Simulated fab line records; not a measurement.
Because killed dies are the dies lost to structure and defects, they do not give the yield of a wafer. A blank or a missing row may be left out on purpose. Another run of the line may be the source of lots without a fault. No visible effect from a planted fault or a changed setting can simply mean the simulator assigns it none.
Split-lot experiment ; flow gf180mcu ; route with 602 steps; 5 lots, 23 wafers read

== THE SPLIT ITSELF ==
At GF_TOP_METAL_DEVELOP_13 (develop time 60 s), the setting develop_time_s was moved away from the recipe's 60 s on 7 of the 23 wafers read, by -10.8% to +7.6%. This setting was run at the recipe's value on the other wafers.

Between the split and the reading, the file records no step.

== THE READING ==
cd_nm at GF_TOP_METAL_CD_MEAS_14, given in nm (cd target 440 nm). A value of 441 nm with a standard deviation of 3.3 nm is what fault-free wafers of this fab line usually give.

wafer;tool, chamber at the split;develop_time_s as run, s;against the recipe;cd_nm, nm;against lot-mates on the recipe
L075.1;litho_track-03, 0;60;recipe;441;-
L075.2;litho_track-03, 0;53.52;-10.8%;454;+12
L075.3;litho_track-03, 0;53.52;-10.8%;455;+13
L075.5;litho_track-03, 0;60;recipe;444;-
L075.6;litho_track-03, 0;60;recipe;441;-
L076.1;litho_track-01, 0;56.29;-6.2%;449;+8
L076.2;litho_track-01, 0;56.29;-6.2%;446;+5
L076.3;litho_track-01, 0;60;recipe;441;-
L076.5;litho_track-01, 0;60;recipe;441;-
L076.6;litho_track-01, 0;56.29;-6.2%;446;+5
L079.1;litho_track-03, 0;64.56;+7.6%;439;-5
L079.2;litho_track-03, 0;60;recipe;444;-
L079.3;litho_track-03, 0;64.56;+7.6%;437;-7
L079.4;litho_track-03, 0;60;recipe;444;-
L079.5;litho_track-03, 0;60;recipe;445;-
L080.1;litho_track-01, 0;60;recipe;445;-
L080.2;litho_track-01, 0;60;recipe;444;-
L080.6;litho_track-01, 0;60;recipe;443;-
L085.1;litho_track-04, 0;60;recipe;448;-
L085.2;litho_track-04, 0;60;recipe;446;-
L085.4;litho_track-04, 0;60;recipe;444;-
L085.5;litho_track-04, 0;60;recipe;447;-
L085.6;litho_track-04, 0;60;recipe;444;-

FIT RESULTS
A straight line over all 23 wafers: cd_nm changes by -0.816 nm for each +1% of develop_time_s; r = -0.87; the points scatter about the line by 2.1 nm.
The same after taking each lot's own level away (the mean of its wafers on the recipe; 23 wafers): -1.02 nm for each +1%; r = -0.96; scatter 1.3 nm.
The reading moves by 11 nm for the largest change in develop_time_s, on that fit.
Across the lots, their own levels run from 441.0 to 445.8 nm, a range of 1.5 times the standard deviation given above.
Hence the slope depends on the lot-to-lot level, as the two fits are not the same.
Check: +10.9 nm against its lot-mates is what the line predicts for one of the wafers moved furthest among these (-10.8%) when that wafer is left out of the fit. It came out at +12 nm against them.

== OTHER SPLITS APPLIED TO THESE WAFERS ==
Before the reading, these wafers also passed through other splits. Each is held against what the fit with the lots' levels taken away leaves over:
other split on the same wafers;wafers away from the commonest value;r with cd_nm (lot level and that fit taken away)
GF_V3_SPUTTER_22 time_s;9;+0.21
GF_V4_COAT_09 resist_thk_nm;8;+0.22
GF_MIM_SPUTTER_02 time_s;6;+0.24
GF_MIM_SPUTTER_08 power_w;5;+0.15
GF_MIM_METAL_ETCH_19 time_s;11;+0.14
GF_M5_PEB_05 peb_temp_c;11;-0.10
GF_V5_SPUTTER_21 chamber_pressure_pa;15;-0.13

== THE FILE'S OWN FIT ==
cd_nm changes by -1.06 nm for each +1% of develop_time_s, r = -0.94.
